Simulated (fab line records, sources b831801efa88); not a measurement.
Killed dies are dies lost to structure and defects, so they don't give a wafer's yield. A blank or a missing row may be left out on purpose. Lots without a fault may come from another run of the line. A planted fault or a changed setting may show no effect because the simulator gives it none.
Which tool did it? | flow gf180mcu | 13 lots, 39 wafers sampled, at 6 steps of a route of 602

WHAT THE GAUGES READ, wafer by wafer
GF_CONTACT_THK_MEAS_01. Usual: CONTACT_CVD_00_THK 301 nm, standard deviation 3.2.
lot  | measured     | on            | CONTACT_CVD_00_THK (nm) | flag
L177 | day 15 09:17 | film_metro-03 | 301 296 301             |
L178 | day 15 11:41 | film_metro-03 | 305 302 299             |
L179 | day 16 03:50 | film_metro-02 | 306 305 299             |
L180 | day 16 11:19 | film_metro-02 | 302 300 304             |
L184 | day 18 00:14 | film_metro-03 | 300 300 302             |
L186 | day 18 15:28 | film_metro-02 | 301 303 301             |
L187 | day 19 06:25 | film_metro-01 | 261 257 260             | OFF
L188 | day 19 09:24 | film_metro-01 | 304 299 304             |
L189 | day 20 04:25 | film_metro-02 | 253 249 256             | OFF
L190 | day 20 13:36 | film_metro-03 | 302 304 300             |
L191 | day 21 03:28 | film_metro-03 | 301 300 300             |
L197 | day 23 00:23 | film_metro-01 | 303 304 304             |
L199 | day 23 10:35 | film_metro-03 | 301 300 303             |

GF_V1_THK_MEAS_03. Usual: V1_CVD_02_THK 849 nm, standard deviation 12.
lot  | measured     | on            | V1_CVD_02_THK (nm) | flag
L177 | day 17 08:58 | film_metro-04 | 845 867 859        |
L178 | day 17 11:01 | film_metro-03 | 827 828 845        |
L179 | day 18 05:21 | film_metro-03 | 841 846 857        |
L180 | day 18 12:08 | film_metro-01 | 819 829 842        |
L184 | day 20 02:58 | film_metro-04 | 837 838 861        |
L186 | day 20 18:55 | film_metro-03 | 855 860 862        |
L187 | day 21 09:03 | film_metro-01 | 847 847 860        |
L188 | day 21 12:02 | film_metro-04 | 833 828 829        |
L189 | day 22 08:19 | film_metro-03 | 849 840 867        |
L190 | day 22 16:27 | film_metro-01 | 831 852 858        |
L191 | day 23 05:26 | film_metro-04 | 845 842 847        |
L197 | day 25 00:58 | film_metro-04 | 842 845 835        |
L199 | day 25 12:43 | film_metro-01 | 853 869 881        |

GF_V3_THK_MEAS_01. Usual: V3_CVD_00_THK 627 nm, standard deviation 6.9.
lot  | measured     | on            | V3_CVD_00_THK (nm) | flag
L177 | day 21 15:31 | film_metro-03 | 620 622 636        |
L178 | day 21 16:43 | film_metro-03 | 628 633 638        |
L179 | day 22 11:22 | film_metro-04 | 635 627 630        |
L180 | day 22 17:51 | film_metro-01 | 627 636 621        |
L184 | day 24 07:32 | film_metro-01 | 625 618 616        |
L186 | day 24 22:47 | film_metro-04 | 631 632 626        |
L187 | day 25 12:21 | film_metro-03 | 636 635 640        |
L188 | day 25 13:57 | film_metro-03 | 626 627 620        |
L189 | day 26 11:34 | film_metro-04 | 635 634 637        |
L190 | day 26 14:05 | film_metro-04 | 619 633 630        |
L191 | day 27 02:24 | film_metro-01 | 626 630 635        |
L197 | day 28 15:20 | film_metro-01 | 626 609 630        |
L199 | day 29 05:16 | film_metro-04 | 639 643 635        |

WHICH TOOL RAN EACH LOT (tool, then ch and the chambers of the sampled wafers, then the start)
lot  | GF_CONTACT_CVD_00                | GF_CONTACT_ETCH_17                            | GF_V2_ETCH_17
L177 | hdpcvd-01 ch 1,2, day 15 09:13   | rie_diel-02 ch 1,2, day 17 08:58 or earlier   | rie_diel-04 ch 1,3, day 21 15:31 or earlier
L178 | hdpcvd-02 ch 0,1,2, day 15 11:38 | rie_diel-01 ch 0,1,2, day 17 11:01 or earlier | rie_diel-01 ch 0,2,3, day 21 16:43 or earlier
L179 | hdpcvd-02 ch 0,1,2, day 16 03:47 | rie_diel-03 ch 1,2,3, day 18 05:21 or earlier | rie_diel-02 ch 0,2,3, day 22 11:22 or earlier
L180 | hdpcvd-01 ch 0,2, day 16 11:16   | rie_diel-03 ch 2,3, day 18 12:08 or earlier   | rie_diel-01 ch 1,2, day 22 17:51 or earlier
L184 | hdpcvd-01 ch 0,1, day 18 00:11   | rie_diel-03 ch 0,2,3, day 20 02:58 or earlier | rie_diel-02 ch 2,3, day 24 07:32 or earlier
L186 | hdpcvd-02 ch 0,1, day 18 15:26   | rie_diel-01 ch 0,1,2, day 20 18:55 or earlier | rie_diel-02 ch 0,2,3, day 24 22:47 or earlier
L187 | hdpcvd-02 ch 0,2, day 19 06:21   | rie_diel-02 ch 2,3, day 21 09:03 or earlier   | rie_diel-01 ch 0,1,2, day 25 12:21 or earlier
L188 | hdpcvd-01 ch 0,2, day 19 09:20   | rie_diel-01 ch 0,2, day 21 12:02 or earlier   | rie_diel-02 ch 1,2,3, day 25 13:57 or earlier
L189 | hdpcvd-02 ch 0,1,2, day 20 04:22 | rie_diel-02 ch 1,2,3, day 22 08:19 or earlier | rie_diel-01 ch 0,2, day 26 11:34 or earlier
L190 | hdpcvd-01 ch 1, day 20 13:32     | rie_diel-02 ch 2,3, day 22 16:27 or earlier   | rie_diel-01 ch 0,2, day 26 14:05 or earlier
L191 | hdpcvd-01 ch 1,2, day 21 03:25   | rie_diel-03 ch 0,1,3, day 23 05:26 or earlier | rie_diel-02 ch 0,2, day 27 02:24 or earlier
L197 | hdpcvd-02 ch 0,1,2, day 23 00:20 | rie_diel-03 ch 1,2,3, day 25 00:58 or earlier | rie_diel-02 ch 0,1,3, day 28 15:20 or earlier
L199 | hdpcvd-02 ch 0,1, day 23 10:32   | rie_diel-03 ch 1,2,3, day 25 12:43 or earlier | rie_diel-02 ch 1,2,3, day 29 05:16 or earlier
- GF_CONTACT_CVD_00: deposits SiO2, target thk 300 nm, time 50 s.
- GF_CONTACT_ETCH_17: etches SiO2 in C4F8/O2/Ar, stops on CoSi2, target depth 860 nm.
- GF_V2_ETCH_17: etches SiO2 in C4F8/O2/Ar, stops on TiN, target depth 630 nm.

WHAT THE TOOLS THEMSELVES READ (means of the sampled wafers that have a number; where no wafer has one, the mark that the record gives instead)
GF_CONTACT_CVD_00. Usual: sih4_flow_sccm 60.01 sccm, standard deviation 0.17.
lot  | tool      | sih4_flow_sccm (sccm) | flag
L177 | hdpcvd-01 | 59.96                 |
L178 | hdpcvd-02 | 59.85                 |
L179 | hdpcvd-02 | 59.94                 |
L180 | hdpcvd-01 | 59.90                 |
L184 | hdpcvd-01 | 59.95                 |
L186 | hdpcvd-02 | 60.04                 |
L187 | hdpcvd-02 | 51.06                 | OFF
L188 | hdpcvd-01 | 60.02                 |
L189 | hdpcvd-02 | 51.10                 | OFF
L190 | hdpcvd-01 | 60.12                 |
L191 | hdpcvd-01 | 60.08                 |
L197 | hdpcvd-02 | 60.14                 |
L199 | hdpcvd-02 | 60.02                 |

GF_CONTACT_ETCH_17. Usual: oes_product_au 0.815 a.u., standard deviation 0.005.
lot  | tool        | oes_product_au (a.u.) | flag
L177 | rie_diel-02 | 0.811                 |
L178 | rie_diel-01 | 0.813                 |
L179 | rie_diel-03 | 0.812                 |
L180 | rie_diel-03 | 0.813                 |
L184 | rie_diel-03 | 0.815                 |
L186 | rie_diel-01 | 0.813                 |
L187 | rie_diel-02 | 0.796                 | OFF
L188 | rie_diel-01 | 0.817                 |
L189 | rie_diel-02 | 0.783                 | OFF
L190 | rie_diel-02 | 0.811                 |
L191 | rie_diel-03 | 0.815                 |
L197 | rie_diel-03 | 0.818                 |
L199 | rie_diel-03 | 0.816                 |

GF_V2_ETCH_17. Usual: oes_product_au 0.855 a.u., standard deviation 0.0045.
lot  | tool        | oes_product_au (a.u.) | flag
L177 | rie_diel-04 | 0.850                 |
L178 | rie_diel-01 | 0.860                 |
L179 | rie_diel-02 | 0.853                 |
L180 | rie_diel-01 | 0.857                 |
L184 | rie_diel-02 | 0.859                 |
L186 | rie_diel-02 | 0.856                 |
L187 | rie_diel-01 | 0.854                 |
L188 | rie_diel-02 | 0.858                 |
L189 | rie_diel-01 | 0.852                 |
L190 | rie_diel-01 | 0.855                 |
L191 | rie_diel-02 | 0.854                 |
L197 | rie_diel-02 | 0.855                 |
L199 | rie_diel-02 | 0.859                 |

THE ANSWER, worked out from the rows above alone
Rule: a lot is off if the mean of its wafers that have a number lies more than 3 standard deviations from the usual mean. A lot without any number at a reading at which 4 lots or more have one is off too. The other lots that the step has rows for count as sound. The gauges are gone through in route order, then the tools' own readings, and for those a lot's mean is taken as printed above. The first step at which some lot is off is used, and at that step the reading that is off furthest; a lot without a number counts as furthest.
Off: L187, L189, at GF_CONTACT_THK_MEAS_01 (CONTACT_CVD_00_THK).
A tool fits if, at a process step before that reading, it ran every lot that is off, and no sound lot after the first of them. The gauges at GF_CONTACT_THK_MEAS_01 aren't tried: what is off there is off at GF_CONTACT_CVD_00 too, on other tools, and a gauge's error can't cause that. None of those tried fits.

WHAT THE SIMULATOR HAD PUT IN
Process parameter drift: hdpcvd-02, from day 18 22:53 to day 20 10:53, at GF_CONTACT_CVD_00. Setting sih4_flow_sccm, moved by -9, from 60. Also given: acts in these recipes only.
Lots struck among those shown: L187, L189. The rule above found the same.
